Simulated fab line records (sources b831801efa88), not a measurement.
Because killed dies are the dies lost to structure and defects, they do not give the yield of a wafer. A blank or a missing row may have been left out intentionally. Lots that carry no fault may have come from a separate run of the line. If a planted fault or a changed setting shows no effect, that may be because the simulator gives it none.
What tool caused it?	flow gf180mcu	14 lots, 42 wafers sampled, at 1 step of a route of 602

## WHAT THE GAUGES SHOWED, per wafer
GF_STI_THK_MEAS_02.
lot	measured	on	STI_OXIDATION_THK (nm)
L490	day 1 11:31	film_metro-01	9.75 9.89 9.78
L492	day 1 21:31	film_metro-01	10.20 10.24 10.18
L493	day 2 03:42	film_metro-01	9.74 9.61 9.61
L494	day 2 07:31	film_metro-02	10.22 10.11 10.27
L495	day 2 13:28	film_metro-03	9.69 9.73 9.81
L496	day 2 20:11	film_metro-01	9.59 9.87 9.84
L497	day 2 22:31	film_metro-02	10.28 10.27 10.12
L500	day 3 13:55	film_metro-03	9.85 9.89 9.91
L501	day 3 18:31	film_metro-01	9.99 9.85 10.03
L502	day 3 23:31	film_metro-01	9.91 9.89 10.06
L510	day 5 16:19	film_metro-01	9.85 9.97 9.84
L511	day 5 20:38	film_metro-03	9.96 10.05 10.14
L512	day 6 01:32	film_metro-01	9.96 9.90 10.00
L513	day 6 06:31	film_metro-01	9.57 9.61 9.64

## WHICH TOOL RAN EACH LOT (tool, then ch and the chambers of the sampled wafers, then the start)
There is no process step in the record ahead of these readings.

## WHAT THE TOOLS THEMSELVES READ (means of the sampled wafers that have a number; where no wafer has one, the mark that the record gives instead)
The record holds no such reading with a usual standard deviation.

## THE ANSWER, worked out from the rows above alone
Rule: the lots themselves supply what counts as usual. The widest of any qualifying gaps counts: lots, ordered by their means at a reading, are off when they make up no more than a third of the lots, leave a main group of 4 or more, and stand apart from it by 3 or more times the standard deviation of that group's means. A main group is skipped when, at the precision printed for the reading in the tables above, its means are all equal. Also off: a lot with no number at a reading for which 4 or more lots have one. All remaining lots with rows at the step are treated as sound. Order of review: gauges by route order, followed by the tools' own readings, for which a lot's mean as printed above is used. At the first step where some lot is off, the reading lying furthest off is the one used; lots without a number count as furthest.
No lot is off at any reading shown: from this, nothing can be told.

## WHAT THE SIMULATOR HAD PUT IN
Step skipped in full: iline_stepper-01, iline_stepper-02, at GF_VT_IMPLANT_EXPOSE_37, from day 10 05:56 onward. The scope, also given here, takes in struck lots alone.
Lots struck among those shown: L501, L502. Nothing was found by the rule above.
